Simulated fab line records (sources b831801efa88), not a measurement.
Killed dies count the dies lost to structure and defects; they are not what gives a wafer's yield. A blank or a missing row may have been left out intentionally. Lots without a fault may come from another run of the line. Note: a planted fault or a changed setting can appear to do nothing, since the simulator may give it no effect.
Commonality check across tools | flow gf180mcu | 11 lots, 33 wafers sampled

== THE REASON FOR OPENING IT ==
GF_HV_LDD_THK_MEAS_57, reading HV_LDD_CVD_56_THK: flagged on 2 of 11 lots. No-fault wafers: 89.6 nm, standard deviation 1.1.
Rule: a lot gets a flag if all its wafers with a number sit over 4 standard deviations from that mean, or if no wafer of it has a number. As for the other lots, they are considered sound.

lot  | measured     | on            | HV_LDD_CVD_56_THK (nm), wafer by wafer | flag
L969 | day 12 11:00 | film_metro-02 | 90.0 90.8 89.9                         |
L970 | day 12 19:01 | film_metro-01 | 89.5 89.2 89.3                         |
L973 | day 13 20:51 | film_metro-01 | 90.4 89.7 90.9                         |
L976 | day 14 19:26 | film_metro-03 | 90.1 91.0 90.9                         |
L978 | day 15 13:22 | film_metro-02 | 88.7 89.0 88.6                         |
L980 | day 16 04:48 | film_metro-01 | 88.5 87.8 88.4                         |
L982 | day 16 20:44 | film_metro-01 | 91.5 90.9 90.7                         |
L983 | day 17 12:47 | film_metro-03 | 88.6 89.1 89.4                         |
L985 | day 17 19:27 | film_metro-01 | 88.2 88.9 89.5                         |
L992 | day 20 01:51 | film_metro-03 | 71.2 71.9 71.9                         | FLAGGED
L991 | day 20 07:12 | film_metro-02 | 72.2 72.5 72.7                         | FLAGGED
Average over the flagged lots: 72.1 nm; offset from the usual -17.5 nm, equal to -16 standard deviations.

== WHICH TOOL EACH LOT WENT THROUGH ==
The record holds 2 process steps before the reading, out of a route of 602 steps. In each cell: the tool, then ch and the chambers that the sampled wafers went through, then the start.
lot  | flag    | GF_HV_LDD_RTA_52                 | GF_HV_LDD_CVD_56
L969 |         | rtp_anneal-01 ch 0, day 12 08:19 | lpcvd-02 ch 0, day 12 09:34
L970 |         | rtp_anneal-01 ch 0, day 12 15:37 | lpcvd-01 ch 1, day 12 16:52
L973 |         | rtp_anneal-01 ch 0, day 13 18:10 | lpcvd-02 ch 1, day 13 19:25
L976 |         | rtp_anneal-01 ch 0, day 14 15:28 | lpcvd-02 ch 1, day 14 17:59
L978 |         | rtp_anneal-01 ch 0, day 15 10:10 | lpcvd-01 ch 1, day 15 11:56
L980 |         | rtp_anneal-01 ch 0, day 16 02:07 | lpcvd-01 ch 1, day 16 03:22
L982 |         | rtp_anneal-01 ch 0, day 16 18:02 | lpcvd-02 ch 1, day 16 19:18
L983 |         | rtp_anneal-01 ch 0, day 17 10:05 | lpcvd-02 ch 0, day 17 11:20
L985 |         | rtp_anneal-02 ch 0, day 17 16:45 | lpcvd-01 ch 1, day 17 18:01
L992 | FLAGGED | rtp_anneal-02 ch 0, day 19 23:09 | lpcvd-02 ch 0, day 20 00:25
L991 | FLAGGED | rtp_anneal-02 ch 0, day 20 04:30 | lpcvd-02 ch 1, day 20 05:46
What the steps here do:
- GF_HV_LDD_RTA_52: time 10 s.
- GF_HV_LDD_CVD_56: deposits Si3N4 from DCS/NH3, target thk 90 nm, time 1543 s.
- GF_HV_LDD_THK_MEAS_57

== FLAGGED OVER TOTAL, TOOL BY TOOL (the gauges that took the reading come last) ==
step                  | tool          | lots run | flagged | share of the flagged lots | sound lots run after its first flagged lot
GF_HV_LDD_RTA_52      | rtp_anneal-01 | 8        | 0       | none                      | -
GF_HV_LDD_RTA_52      | rtp_anneal-02 | 3        | 2       | all                       | 0
GF_HV_LDD_CVD_56      | lpcvd-01      | 4        | 0       | none                      | -
GF_HV_LDD_CVD_56      | lpcvd-02      | 7        | 2       | all                       | 0
GF_HV_LDD_THK_MEAS_57 | film_metro-01 | 5        | 0       | none                      | -
GF_HV_LDD_THK_MEAS_57 | film_metro-02 | 3        | 1       | some                      | 0
GF_HV_LDD_THK_MEAS_57 | film_metro-03 | 3        | 1       | some                      | 0

== THE TABLE: WHAT IT ALLOWS ==
Table rows that saw every flagged lot: 2, namely rtp_anneal-02 at GF_HV_LDD_RTA_52 and lpcvd-02 at GF_HV_LDD_CVD_56.
- rtp_anneal-02 at GF_HV_LDD_RTA_52: 2 of its 3 lots flagged. It ran its last sound lot, L985, at day 17 16:45 and its first flagged lot, L992, at day 19 23:09: a fault with its onset between the two fits.
- lpcvd-02 at GF_HV_LDD_CVD_56: 2 of its 7 lots flagged. It ran its last sound lot, L983, at day 17 11:20 and its first flagged lot, L992, at day 20 00:25: a fault with its onset between the two fits. Its own readings (spike_tc_centre_C, spike_tc_lower_C, spike_tc_upper_C, susceptor_temp_C) fall more than 4 standard deviations out on all wafers of the flagged lots.
These 2 tools cannot be told apart by counting lots, since each of them fits a fault that started at some hour. More lots, or a look at what each step does to the wafer, might.

== WHAT THE SIMULATOR HAD INSERTED ==
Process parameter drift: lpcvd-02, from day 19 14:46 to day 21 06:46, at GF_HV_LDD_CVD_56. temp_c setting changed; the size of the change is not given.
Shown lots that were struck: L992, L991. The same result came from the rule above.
